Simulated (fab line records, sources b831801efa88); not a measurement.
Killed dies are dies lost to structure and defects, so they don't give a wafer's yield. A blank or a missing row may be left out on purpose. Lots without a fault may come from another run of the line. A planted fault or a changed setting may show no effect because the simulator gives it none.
Which tool did it? | flow gf180mcu | 13 lots, 39 wafers sampled, at 5 steps of a route of 602

WHAT THE GAUGES READ, wafer by wafer
GF_DNWELL_TW_MEAS_09. Usual: DNWELL_TW 1362, standard deviation 11.
lot  | measured    | on            | DNWELL_TW      | flag
L672 | day 2 19:04 | film_metro-04 | 1347 1346 1354 |
L674 | day 3 05:49 | film_metro-04 | 1351 1355 1346 |
L677 | day 3 21:28 | film_metro-01 | 1380 1374 1379 |
L679 | day 4 06:13 | film_metro-02 | 1354 1354 1358 |
L681 | day 4 18:28 | film_metro-04 | 1368 1365 1359 |
L682 | day 4 22:29 | film_metro-02 | 1365 1372 1373 |
L683 | day 5 04:02 | film_metro-04 | 1352 1343 1346 |
L685 | day 5 16:28 | film_metro-04 | 1352 1354 1347 |
L686 | day 5 20:03 | film_metro-02 | 1366 1369 1369 |
L691 | day 6 23:31 | film_metro-02 | 1538 1537 1539 | OFF
L693 | day 7 09:52 | film_metro-02 | 1368 1369 1365 |
L694 | day 7 14:52 | film_metro-04 | 1503 1507 1509 | OFF
L695 | day 7 21:29 | film_metro-02 | 1366 1378 1367 |

GF_V1_THK_MEAS_01. Usual: V1_CVD_00_THK 599 nm, standard deviation 6.8.
lot  | measured     | on            | V1_CVD_00_THK (nm) | flag
L672 | day 17 00:32 | film_metro-02 | 602 606 595        |
L674 | day 17 20:55 | film_metro-03 | 597 596 604        |
L677 | day 19 00:44 | film_metro-01 | 590 594 597        |
L679 | day 19 22:30 | film_metro-02 | 599 604 611        |
L681 | day 20 15:26 | film_metro-02 | 594 596 602        |
L682 | day 20 23:57 | film_metro-03 | 602 593 605        |
L683 | day 21 05:11 | film_metro-02 | 605 612 599        |
L685 | day 22 01:30 | film_metro-02 | 589 593 601        |
L686 | day 22 10:28 | film_metro-03 | 601 608 589        |
L691 | day 23 22:46 | film_metro-03 | 587 596 594        |
L693 | day 24 16:14 | film_metro-01 | 588 597 595        |
L694 | day 24 20:59 | film_metro-02 | 593 591 596        |
L695 | day 25 09:23 | film_metro-03 | 607 596 614        |

WHICH TOOL RAN EACH LOT (tool, then ch and the chambers of the sampled wafers, then the start)
lot  | GF_DNWELL_IMPLANT_07           | GF_VT_IMPLANT_RTA_45             | GF_HV_LDD_ETCHBACK_58
L672 | implanter-03 ch 0, day 2 18:50 | rtp_anneal-02 ch 0, day 7 11:00  | rie_diel-04 ch 0,1,2, day 12 10:05
L674 | implanter-03 ch 0, day 3 05:35 | rtp_anneal-01 ch 0, day 8 01:49  | rie_diel-02 ch 0,1, day 13 03:22
L677 | implanter-03 ch 0, day 3 21:14 | rtp_anneal-02 ch 0, day 8 23:21  | rie_diel-04 ch 0,1, day 14 01:48
L679 | implanter-03 ch 0, day 4 05:58 | rtp_anneal-01 ch 0, day 9 11:20  | rie_diel-01 ch 0,1,2, day 14 20:44
L681 | implanter-03 ch 0, day 4 18:13 | rtp_anneal-01 ch 0, day 10 02:26 | rie_diel-02 ch 0,1, day 15 14:34
L682 | implanter-03 ch 0, day 4 22:14 | rtp_anneal-02 ch 0, day 10 08:25 | rie_diel-01 ch 0,1, day 15 20:40
L683 | implanter-03 ch 0, day 5 03:49 | rtp_anneal-02 ch 0, day 10 13:49 | rie_diel-01 ch 0,2,3, day 16 01:42
L685 | implanter-03 ch 0, day 5 16:14 | rtp_anneal-02 ch 0, day 11 08:28 | rie_diel-04 ch 0,2,3, day 16 23:05
L686 | implanter-01 ch 0, day 5 19:49 | rtp_anneal-01 ch 0, day 11 09:19 | rie_diel-02 ch 0,1, day 17 05:37
L691 | implanter-03 ch 0, day 6 23:16 | rtp_anneal-02 ch 0, day 12 20:04 | rie_diel-01 ch 0,2,3, day 18 21:22
L693 | implanter-01 ch 0, day 7 09:37 | rtp_anneal-02 ch 0, day 13 09:29 | rie_diel-02 ch 1,2, day 19 15:07
L694 | implanter-03 ch 0, day 7 14:39 | rtp_anneal-01 ch 0, day 13 15:08 | rie_diel-04 ch 1,3, day 19 21:49
L695 | implanter-02 ch 0, day 7 21:14 | rtp_anneal-02 ch 0, day 14 03:21 | rie_diel-04 ch 1,2,3, day 20 11:23
- GF_DNWELL_IMPLANT_07
- GF_VT_IMPLANT_RTA_45: time 30 s.
- GF_HV_LDD_ETCHBACK_58: etches Si3N4 in CH3F/O2, stops on SiO2, time 100 s, target depth 90 nm.

WHAT THE TOOLS THEMSELVES READ (means of the sampled wafers that have a number; where no wafer has one, the mark that the record gives instead)
GF_DNWELL_IMPLANT_07. Usual: tilt_deg -0.006 degrees, standard deviation 0.02.
lot  | tool         | tilt_deg (degrees) | flag
L672 | implanter-03 | 0.006              |
L674 | implanter-03 | -0.030             |
L677 | implanter-03 | 0.007              |
L679 | implanter-03 | -0.002             |
L681 | implanter-03 | -0.027             |
L682 | implanter-03 | -0.006             |
L683 | implanter-03 | -0.011             |
L685 | implanter-03 | -0.014             |
L686 | implanter-01 | 0.001              |
L691 | implanter-03 | 4.690              | OFF
L693 | implanter-01 | -0.020             |
L694 | implanter-03 | 4.661              | OFF
L695 | implanter-02 | -0.012             |

GF_VT_IMPLANT_RTA_45. Usual: lamp_power_pct 32.59 %, standard deviation 0.042; wafer_temp_C_max 1056.3, standard deviation 2.3.
lot  | tool          | lamp_power_pct (%) | wafer_temp_C_max | flag
L672 | rtp_anneal-02 | 32.57              | 1057.4           |
L674 | rtp_anneal-01 | 32.60              | 1054.1           |
L677 | rtp_anneal-02 | 32.62              | 1059.5           |
L679 | rtp_anneal-01 | 32.58              | 1054.6           |
L681 | rtp_anneal-01 | 32.57              | 1053.8           |
L682 | rtp_anneal-02 | 32.63              | 1058.8           |
L683 | rtp_anneal-02 | 32.64              | 1057.3           |
L685 | rtp_anneal-02 | 32.64              | 1058.3           |
L686 | rtp_anneal-01 | 32.58              | 1054.6           |
L691 | rtp_anneal-02 | 32.62              | 1058.7           |
L693 | rtp_anneal-02 | 32.61              | 1058.4           |
L694 | rtp_anneal-01 | 32.55              | 1054.1           |
L695 | rtp_anneal-02 | 32.60              | 1061.1           |

GF_HV_LDD_ETCHBACK_58. Usual: bias_w 79.98 W, standard deviation 0.24; drypump_motor_current_A 5.35 A, standard deviation 0.29; oes_product_au 0.843 a.u., standard deviation 0.0059; throttle_valve_pct 10.561 %, standard deviation 0.0091.
lot  | tool        | bias_w (W) | drypump_motor_current_A (A) | oes_product_au (a.u.) | throttle_valve_pct (%) | flag
L672 | rie_diel-04 | 79.91      | 5.27                        | 0.847                 | 10.558                 |
L674 | rie_diel-02 | 79.95      | 5.63                        | 0.847                 | 10.567                 |
L677 | rie_diel-04 | 79.86      | 5.31                        | 0.840                 | 10.546                 |
L679 | rie_diel-01 | 80.01      | 5.33                        | 0.839                 | 10.559                 |
L681 | rie_diel-02 | 79.86      | 5.77                        | 0.847                 | 10.570                 |
L682 | rie_diel-01 | 80.03      | 5.34                        | 0.848                 | 10.553                 |
L683 | rie_diel-01 | 79.92      | 5.23                        | 0.838                 | 10.558                 |
L685 | rie_diel-04 | 80.16      | 5.23                        | 0.842                 | 10.563                 |
L686 | rie_diel-02 | 80.16      | 5.81                        | 0.852                 | 10.564                 |
L691 | rie_diel-01 | 80.04      | 5.22                        | 0.848                 | 10.570                 |
L693 | rie_diel-02 | 80.25      | 5.62                        | 0.850                 | 10.563                 |
L694 | rie_diel-04 | 79.89      | 5.42                        | 0.841                 | 10.563                 |
L695 | rie_diel-04 | 80.19      | 5.44                        | 0.840                 | 10.567                 |

THE ANSWER, worked out from the rows above alone
Rule: a lot is off if the mean of its wafers that have a number lies more than 3 standard deviations from the usual mean. A lot without any number at a reading at which 4 lots or more have one is off too. The other lots that the step has rows for count as sound. The gauges are gone through in route order, then the tools' own readings, and for those a lot's mean is taken as printed above. The first step at which some lot is off is used, and at that step the reading that is off furthest; a lot without a number counts as furthest.
Off: L691, L694, at GF_DNWELL_TW_MEAS_09 (DNWELL_TW).
A tool fits if, at a process step before that reading, it ran every lot that is off, and no sound lot after the first of them. The gauges at GF_DNWELL_TW_MEAS_09 aren't tried: what is off there is off at GF_DNWELL_IMPLANT_07 too, on other tools, and a gauge's error can't cause that. One fits: implanter-03 at GF_DNWELL_IMPLANT_07. Its last sound lot is L685 (day 5 16:14), its first lot that is off L691 (day 6 23:16): a fault that began between those two fits.
The tool's own readings at GF_DNWELL_IMPLANT_07 bear it out: on the lots that are off they differ by more than 5 times the standard deviation of the sound lots' means. tilt_deg reads 4.675 degrees there against -0.010 degrees on the sound lots.

WHAT THE SIMULATOR HAD PUT IN
Process parameter drift: implanter-03, from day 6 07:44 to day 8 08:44, at GF_DNWELL_IMPLANT_07. Setting tilt_deg, moved by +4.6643, from 0. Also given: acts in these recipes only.
Lots struck among those shown: L691, L694. The rule above found the same.
